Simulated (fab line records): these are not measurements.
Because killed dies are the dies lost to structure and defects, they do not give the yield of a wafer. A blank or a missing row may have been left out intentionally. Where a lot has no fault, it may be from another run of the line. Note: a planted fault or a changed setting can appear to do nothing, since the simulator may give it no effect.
Check of tool commonality + flow gf180mcu + Lots sampled 12, wafers sampled 36

## WHY THIS WAS OPENED
At GF_M3_CD_MEAS_14 the reading cdNm is flagged on 2 of 12 lots. No-fault wafers: 280.1 nm, standard deviation 1.4.
Rule: a lot is flagged when every wafer of it that has a number lies more than 4 standard deviations from that mean, or none has a number. The rest of the lots are taken to be sound.

| lot  | measured     | on       | cdNm (nm), wafer by wafer | flag    |
|------|--------------|----------|---------------------------|---------|
| L215 | day 22 04:34 | cdSem-02 | 280.1 279.5 279.1         |         |
| L216 | day 22 12:01 | cdSem-01 | 277.8 277.2 278.7         |         |
| L217 | day 22 20:37 | cdSem-01 | 279.8 279.3 279.7         |         |
| L218 | day 23 00:28 | cdSem-01 | 282.7 283.6 282.2         |         |
| L219 | day 23 16:29 | cdSem-01 | 282.4 283.1 282.7         |         |
| L220 | day 23 23:00 | cdSem-01 | 279.5 279.7 279.4         |         |
| L223 | day 25 07:20 | cdSem-02 | 277.2 278.1 278.8         |         |
| L226 | day 26 02:05 | cdSem-02 | 280.2 281.1 280.9         |         |
| L228 | day 26 22:10 | cdSem-01 | 289.9 289.3 289.6         | FLAGGED |
| L229 | day 27 02:20 | cdSem-01 | 291.5 290.7 290.9         | FLAGGED |
| L231 | day 27 13:06 | cdSem-02 | 279.9 279.4 279.6         |         |
| L233 | day 27 23:12 | cdSem-01 | 280.6 281.6 280.9         |         |
The mean of the flagged lots' numbers is 290.3 nm, +10.2 nm from the usual (+7 standard deviations).

## TOOL THAT RAN EACH LOT
2 process steps preceding the reading are held in the record, out of 602 steps in the route. Each cell gives the tool, then ch followed by the chambers the sampled wafers passed through, then the start.
| lot  | flag    | GF_M2_STRIP_17                      | GF_M3_EXPOSE_11                  |
|------|---------|-------------------------------------|----------------------------------|
| L215 |         | plasmaAsher-03 ch 0,1, day 20 01:49 | krfScanner-02 ch 0, day 21 17:22 |
| L216 |         | plasmaAsher-01 ch 0,1, day 20 10:22 | krfScanner-02 ch 0, day 22 00:34 |
| L217 |         | plasmaAsher-03 ch 0,1, day 20 18:37 | krfScanner-01 ch 0, day 22 09:29 |
| L218 |         | plasmaAsher-03 ch 0,1, day 20 22:52 | krfScanner-02 ch 0, day 22 13:22 |
| L219 |         | plasmaAsher-03 ch 0,1, day 21 14:21 | krfScanner-02 ch 0, day 23 05:56 |
| L220 |         | plasmaAsher-03 ch 0,1, day 21 22:37 | krfScanner-01 ch 0, day 23 11:58 |
| L223 |         | plasmaAsher-01 ch 0,1, day 23 08:12 | krfScanner-01 ch 0, day 24 20:59 |
| L226 |         | plasmaAsher-02 ch 0,1, day 24 05:03 | krfScanner-01 ch 0, day 25 16:05 |
| L228 | FLAGGED | plasmaAsher-02 ch 0,1, day 25 01:13 | krfScanner-02 ch 0, day 26 12:19 |
| L229 | FLAGGED | plasmaAsher-02 ch 0,1, day 25 06:03 | krfScanner-02 ch 0, day 26 16:23 |
| L231 |         | plasmaAsher-02 ch 0,1, day 25 16:44 | krfScanner-01 ch 0, day 27 03:34 |
| L233 |         | plasmaAsher-02 ch 0, day 26 03:34   | krfScanner-01 ch 0, day 27 13:16 |
What these steps do:
- GF_M2_STRIP_17: strips in O2/N2.
- GF_M3_EXPOSE_11: exposes mask Metal3, target cd 280 nm.
- GF_M3_CD_MEAS_14: target cd 280 nm.

## FLAGGED AGAINST TOTAL, ONE TOOL AT A TIME (gauges that did the reading follow at the end)
| step             | tool           | lots run | flagged | share of the flagged lots | sound lots run after its first flagged lot |
|------------------|----------------|----------|---------|---------------------------|--------------------------------------------|
| GF_M2_STRIP_17   | plasmaAsher-01 | 2        | 0       | none                      | -                                          |
| GF_M2_STRIP_17   | plasmaAsher-02 | 5        | 2       | all                       | 2 (L231,L233)                              |
| GF_M2_STRIP_17   | plasmaAsher-03 | 5        | 0       | none                      | -                                          |
| GF_M3_EXPOSE_11  | krfScanner-01  | 6        | 0       | none                      | -                                          |
| GF_M3_EXPOSE_11  | krfScanner-02  | 6        | 2       | all                       | 0                                          |
| GF_M3_CD_MEAS_14 | cdSem-01       | 8        | 2       | all                       | 1 (L233)                                   |
| GF_M3_CD_MEAS_14 | cdSem-02       | 4        | 0       | none                      | -                                          |

## WHAT THE TABLE PERMITS
All flagged lots were run by 3 table rows, namely plasmaAsher-02 at GF_M2_STRIP_17, krfScanner-02 at GF_M3_EXPOSE_11, cdSem-01 at GF_M3_CD_MEAS_14.
- plasmaAsher-02 at GF_M2_STRIP_17 ran 5 lots, 2 of them flagged. Sound lots ran on it after the first flagged one (L231, L233), which a lasting fault on the whole tool wouldn't allow.
- krfScanner-02 at GF_M3_EXPOSE_11 ran 6 lots, 2 of them flagged. A fault beginning between L219 (day 23 05:56), its last sound lot, and L228 (day 26 12:19), its first flagged one, fits the data. Its own readings lie more than 4 standard deviations out on every wafer of the flagged lots: exposureDoseMJCm2.
- cdSem-01 at GF_M3_CD_MEAS_14 ran 8 lots, 2 of them flagged. Sound lots ran on it after the first flagged one (L233), which a lasting fault on the whole tool wouldn't allow.
What remains is a single tool, krfScanner-02 at GF_M3_EXPOSE_11.

## WHAT WAS PUT IN BY THE SIMULATOR
Drift in process parameters on krfScanner-02 at GF_M3_EXPOSE_11, starting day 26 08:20. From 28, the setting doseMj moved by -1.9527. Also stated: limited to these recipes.
Struck lots among those shown: L228, L229. The rule above found the same.
